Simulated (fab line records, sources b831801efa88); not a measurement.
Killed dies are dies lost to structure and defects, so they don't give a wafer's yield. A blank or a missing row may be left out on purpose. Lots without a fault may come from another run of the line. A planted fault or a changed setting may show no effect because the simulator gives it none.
fab line records | flow gf180mcu | part 2 of 2: steps 25 to 33 of 33
record lots=5 wafers=15 last_day=33
route steps=602 shown M1@324 V1@335
lots that met no fault: from a run of the same line without faults
start_h: hours from the record's first day to the start of the lot's first wafer shown | wait_h: hours since the lot's step before | " the same as in the row above | L1.1+2: a row that stands for several wafers | - no value, or no start given | * or withheld: withheld | < > ~ a bound
route shown NAME@n: a module of which the file shows steps, and the number in the route of the first | usual: mean/standard deviation of fault-free wafers | same: alike in all rows | chamber/n: place in a boat | sites: the reading at each site | _std_site: their standard deviation | _edge_site: outer sites' mean less inner sites' | radius_mm: how far each site lies from the wafer's centre | mask NAME#n: copy n | behind: the tool/chamber that last shaped the wafer | hold: why the lot was held/for how many hours/how that ended | device: the transistor (n, p or np) that didn't switch | end of line: the same wafers' tests at the end of the route | a step without rows: its recipe alone | killed: dies lost to structure and defects at the first sort, not the wafer's yield | map: a wafer's dies, x killed, . not, _ none there
set.NAME: the setting as run; set.NAME@STEP: as run at that earlier step | model.NAME: the simulator's own value behind a step, which no gauge read
lots at some steps of the route; a table a step, a row a wafer
services: from which hour (start_h, from the record's first day; less than 0 if before it) a tool's chamber was out of use, for how many hours, and why
## steps
# step GF_V1_DEVELOP_13
# recipe develop_time_s=60 resist=KrF dev_temp_c=21
# usual chill_plate_temp_C=22.99/0.1 developer_temp_C=20.99/0.11 resist_line_temp_C=23.01/0.099
# columns lot.wafer tool chamber start_h wait_h chill_plate_temp_C developer_temp_C resist_line_temp_C
L076.3 litho_track-04 0 431.61 0.1 22.99 21.02 22.90
L076.5 " 0 " " 22.95 20.98 23.04
L076.6 " 0 " " 23.00 20.88 23.23
L084.1 litho_track-04 0 507.16 0.2 23.00 21.07 22.94
L084.3 " 0 " " 23.02 20.97 22.96
L084.5 " 0 " " 23.00 21.05 23.06
L087.1 litho_track-02 0 532.87 0.2 22.99 21.01 23.10
L087.4 " 0 " " 22.99 21.19 23.01
L087.5 " 0 " " 23.04 21.14 23.08
L088.3 litho_track-04 0 543.46 0.1 22.97 21.08 23.14
L088.5 " 0 " " 22.89 20.96 23.04
L088.6 " 0 " " 22.84 21.19 22.93
L092.1 litho_track-01 0 566.76 0.2 22.94 20.89 23.10
L092.3 " 0 " " 22.92 20.99 23.06
L092.4 " 0 " " 22.96 20.96 22.97
# step GF_V1_CD_MEAS_14
# recipe target_cd_nm=260
# usual cd_nm=260.0/1.3
# columns lot.wafer tool chamber start_h wait_h cd_nm
L076.3 cd_sem-01 - 431.75 0.1 259.8
L076.5 " - " " 259.9
L076.6 " - " " 259.5
L084.1 cd_sem-01 - 507.31 0.1 259.2
L084.3 " - " " 259.5
L084.5 " - " " 259.5
L087.1 cd_sem-02 - 533.02 0.1 260.3
L087.4 " - " " 260.2
L087.5 " - " " 261.1
L088.3 cd_sem-02 - 543.60 0.1 260.9
L088.5 " - " " 260.3
L088.6 " - " " 259.5
L092.1 cd_sem-01 - 566.91 0.1 257.6
L092.3 " - " " 257.2
L092.4 " - " " 257.8
# step GF_V1_OVL_MEAS_15
# usual V1_OVL=-3/5.9
# columns lot.wafer tool chamber start_h wait_h V1_OVL[nm]
L076.3 overlay-01 - 431.84 0.1 -5
L076.5 " - " " 3
L076.6 " - " " 3
L084.1 overlay-01 - 507.43 0.1 -4
L084.3 " - " " -4
L084.5 " - " " -6
L087.1 overlay-02 - 533.14 0.1 -6
L087.4 " - " " -6
L087.5 " - " " -6
L088.3 overlay-01 - 543.69 0.1 6
L088.5 " - " " 5
L088.6 " - " " 6
L092.1 overlay-01 - 567.03 0.1 -9
L092.3 " - " " -10
L092.4 " - " " 1
# step GF_V1_ETCH_16
# recipe chemistry=N2/H2 target_depth_a=withheld overetch_a=withheld time_s=withheld target=BARC ion_energy_ev=200 source_w=500 bias_w=100 pressure_mtorr=30 n2_flow_sccm=100 h2_flow_sccm=200
# usual drypump_motor_current_A=5.98/0.28 oes_product_au=0.855/0.0043 throttle_valve_pct=13.225/0.0089
# columns lot.wafer tool chamber start_h wait_h drypump_motor_current_A oes_product_au throttle_valve_pct
L076.3 rie_diel-02 1 431.87 0.0 5.93 0.857 13.237
L076.5 " 1 " " 5.94 0.855 13.242
L076.6 " 0 " " 5.81 0.850 13.236
L084.1 rie_diel-03 1 507.47 0.0 5.88 0.857 13.236
L084.3 " 2 " " 5.99 0.855 13.223
L084.5 " 1 " " 5.88 0.857 13.228
L087.1 rie_diel-03 1 533.18 0.0 5.88 0.857 13.238
L087.4 " 1 " " 5.90 0.853 13.230
L087.5 " 3 " " 6.41 0.850 13.231
L088.3 rie_diel-02 0 543.72 0.0 5.80 0.849 13.218
L088.5 " 2 " " 6.11 0.859 13.225
L088.6 " 3 " " 5.97 0.850 13.235
L092.1 rie_diel-01 2 567.07 0.0 5.63 0.851 13.222
L092.3 " 1 " " 6.39 0.858 13.238
L092.4 " 0 " " 6.34 0.858 13.219
# step GF_V1_ETCH_17
# recipe chemistry=C4F8/O2/Ar mask_material=KrF target=SiO2 stop_on=TiN source_w=1500 bias_w=1200 pressure_mtorr=40 c4f8_flow_sccm=withheld O2_flow_sccm=6 Ar_flow_sccm=300 time_s=withheld target_depth_a=6300
# usual oes_product_au=0.856/0.0046
# columns lot.wafer tool chamber start_h wait_h oes_product_au
L076.3 rie_diel-02 1 - - 0.864
L076.5 " 1 " " 0.860
L076.6 " 0 " " 0.858
L084.1 rie_diel-03 1 - - 0.863
L084.3 " 2 " " 0.856
L084.5 " 1 " " 0.855
L087.1 rie_diel-03 1 - - 0.859
L087.4 " 1 " " 0.862
L087.5 " 3 " " 0.855
L088.3 rie_diel-02 0 - - 0.847
L088.5 " 2 " " 0.855
L088.6 " 3 " " 0.851
L092.1 rie_diel-01 2 - - 0.863
L092.3 " 1 " " 0.860
L092.4 " 0 " " 0.857
# step GF_V1_STRIP_18
# recipe chemistry=O2/N2 power_w=1400 pressure_mtorr=1500 platen_temp_c=250 o2_flow_sccm=3000 n2_flow_sccm=300 overash_fraction=0.5
# usual drypump_motor_current_A=5.6/0.43 heater_power_w=335/31 oes_product_au=0.592/0.0053
# columns lot.wafer tool chamber start_h wait_h drypump_motor_current_A heater_power_w oes_product_au rf_hours_counter_h
L076.3 plasma_asher-04 1 432.03 - 6.0 364 0.586 -
L076.5 " 1 " " 6.1 365 0.588 -
L076.6 " 0 " " 5.4 311 0.591 -
L084.1 plasma_asher-04 0 507.60 - 5.4 315 0.596 85
L084.3 " 0 " " 5.4 316 0.592 -
L084.5 " 1 " " 6.1 367 0.598 -
L087.1 plasma_asher-02 0 533.31 - 4.9 300 0.579 73
L087.4 " 1 " " 6.0 333 0.581 -
L087.5 " 1 " " 5.9 328 0.582 -
L088.3 plasma_asher-02 0 543.88 - 4.9 302 0.583 -
L088.5 " 0 " " 4.9 301 0.587 -
L088.6 " 1 " " 6.0 332 0.595 -
L092.1 plasma_asher-04 1 567.20 - 6.1 382 0.584 92
L092.3 " 0 " " 5.4 312 0.589 -
L092.4 " 1 " " 6.1 374 0.592 -
# step GF_V1_STRIP_19
# recipe chemistry=post_etch_residue_remover time_s=1200 temp_c=72.5
# usual bath_heat_duty_pct=14.0/1.3
# columns lot.wafer tool chamber start_h wait_h bath_heat_duty_pct
L076.3 wet_bench-03 3 432.10 0.0 14.0
L076.5 " 3 " " 15.9
L076.6 " 3 " " 14.9
L084.1 wet_bench-02 0 507.70 0.1 12.0
L084.3 " 0 " " 12.5
L084.5 " 0 " " 11.8
L087.1 wet_bench-02 3 533.41 0.1 15.1
L087.4 " 3 " " 14.0
L087.5 " 3 " " 13.3
L088.3 wet_bench-03 2 543.95 0.0 14.0
L088.5 " 2 " " 13.2
L088.6 " 2 " " 12.9
L092.1 wet_bench-02 0 567.30 0.1 12.2
L092.3 " 0 " " 11.9
L092.4 " 0 " " 12.1
# step GF_V1_CLEAN_20
# recipe chemistry=DIW dry=n2_spin
# columns lot.wafer tool chamber start_h wait_h
L076.3+5+6 wet_bench-02 3 432.44 0.0
L084.1+3+5 wet_bench-03 3 508.10 0.0
L087.1+4+5 wet_bench-03 3 533.75 0.0
L088.3+5+6 wet_bench-04 0 544.29 0.0
L092.1+3+4 wet_bench-04 2 567.64 0.0
# step GF_V1_SPUTTER_21
# recipe material=Ti target_thk_nm=15 chamber_pressure_pa=5 power_w=2500 substrate_temp_c=200 time_s=80.02
# usual chamber_pressure_pa=4.999/0.0091 throttle_valve_pct=29.8/1.2
# columns lot.wafer tool chamber start_h wait_h chamber_pressure_pa throttle_valve_pct
L076.3 pvd_sputter-04 - 432.53 0.0 5.008 28.6
L076.5 " - " " 5.001 30.9
L076.6 " - " " 4.996 27.6
L084.1 pvd_sputter-02 - 508.19 0.0 4.972 29.8
L084.3 " - " " 4.991 30.2
L084.5 " - " " 4.994 29.3
L087.1 pvd_sputter-03 - 533.84 0.0 4.998 31.0
L087.4 " - " " 4.995 31.8
L087.5 " - " " 5.005 30.5
L088.3 pvd_sputter-02 - 544.47 0.0 4.986 30.0
L088.5 " - " " 4.985 30.3
L088.6 " - " " 4.997 32.1
L092.1 pvd_sputter-04 - 567.82 0.0 4.997 27.6
L092.3 " - " " 5.013 30.7
L092.4 " - " " 5.009 29.9
## services
# columns tool chamber start_h hours kind
krf_scanner-02 - 370.30 1.3 pm
rie_diel-02 1 404.53 5.5 repair
krf_scanner-02 - 405.51 3.0 pm
rie_diel-03 1 409.43 7.4 repair
cmp-01 - 416.68 3.9 repair
rie_diel-02 - 417.11 14.6 pm
wet_bench-01 - 430.73 1.7 repair
rie_diel-03 0 441.22 1.5 repair
rie_diel-02 1 446.49 12.2 repair
rie_diel-02 2 449.26 4.3 repair
krf_scanner-02 - 461.76 0.8 pm
cmp-01 - 462.61 0.8 repair
wet_bench-01 - 469.47 0.7 repair
cmp-01 - 477.09 0.8 repair
rie_diel-02 - 486.18 1.0 repair
rie_diel-03 - 487.73 0.5 repair
rie_diel-03 3 492.26 2.9 repair
krf_scanner-02 - 498.89 1.0 pm
rie_diel-02 2 507.57 2.7 repair
rie_diel-02 - 538.78 0.5 repair
rie_diel-03 - 539.12 0.5 repair
krf_scanner-02 - 545.66 1.3 pm
krf_scanner-02 - 547.94 0.7 repair
krf_scanner-02 - 565.76 36.0 pm
